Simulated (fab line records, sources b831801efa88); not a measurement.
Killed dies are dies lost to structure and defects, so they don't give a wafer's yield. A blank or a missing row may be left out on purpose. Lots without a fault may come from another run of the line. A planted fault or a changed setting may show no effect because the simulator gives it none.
Chamber matching | flow sky130 | SKY_CONTACT_CMP_04 on cmp-01: 4 sister chambers
The step polishes SiO2. 14 wafers are shown with their chamber, then 7 later ones without.

WAFERS WITH THEIR CHAMBER
wafer  | chamber | motor_current_A (A) | time_to_endpoint_s (s) | edge_zone_pressure_frac
L515.4 | 3       | 12.8                | 87                     | 0.993
L515.5 | 2       | 10.4                | 81                     | 1.008
L515.6 | 3       | 12.7                | 83                     | 0.994
L516.1 | 0       | 10.4                | 85                     | 0.997
L516.4 | 3       | 12.2                | 89                     | 1.007
L516.6 | 0       | 10.9                | 86                     | 0.994
L519.1 | 2       | 10.1                | 86                     | 0.994
L519.2 | 0       | 11.4                | 86                     | 1.003
L519.3 | 3       | 13.8                | 81                     | 1.002
L525.1 | 1       | 11.9                | 97                     | 1.002
L525.4 | 2       | 9.6                 | 85                     | 1.007
L525.5 | 1       | 12.5                | 97                     | 1.005
L526.3 | 1       | 12.1                | 94                     | 0.997
L526.4 | 0       | 10.4                | 89                     | 0.995

SIGNATURES (means of the wafers above)
reading                 | chamber 0 | chamber 1 | chamber 2 | chamber 3 | scatter within a chamber
motor_current_A         | 10.775    | 12.167    | 10.033    | 12.875    | 0.505
time_to_endpoint_s      | 86.50     | 96.00     | 84.00     | 85.00     | 2.63
edge_zone_pressure_frac | 0.99725   | 1.00133   | 1.00300   | 0.99900   | 0.00581
Rule: a wafer's distance from a chamber is the root of the sum, over the readings, of the square of ((its reading less the chamber's mean) divided by the reading's scatter). The wafer belongs to the nearest chamber; if the next one is less than 2 further off, it can't be placed. The scatter: the root of (the sum of the squares of (reading less its chamber's mean) over the shown wafers, divided by (wafers less chambers)).

WAFERS WITHOUT THEIR CHAMBER
wafer  | motor_current_A (A) | time_to_endpoint_s (s) | edge_zone_pressure_frac
L526.6 | 9.8                 | 93                     | 0.999
L530.3 | 9.9                 | 79                     | 0.998
L530.4 | 11.3                | 87                     | 1.006
L530.5 | 13.0                | 90                     | 1.002
L536.2 | 10.6                | 85                     | 0.996
L536.3 | 10.1                | 80                     | 1.006
L536.6 | 11.3                | 78                     | 0.997

WHICH CHAMBER EACH WENT THROUGH
wafer  | from the rows above          | in truth
L526.6 | can't be placed: 0 or 2 or 1 | 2
L530.3 | can't be placed: 2 or 0      | 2
L530.4 | can't be placed: 0 or 2 or 3 | 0
L530.5 | can't be placed: 3 or 1      | 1
L536.2 | can't be placed: 0 or 2      | 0
L536.3 | can't be placed: 2 or 0      | 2
L536.6 | can't be placed: 0 or 2 or 3 | 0
Placed correctly: 0 of 7. Can't be placed from these rows: 7 (the true chamber is among the candidates in 7). Placed wrongly: 0.
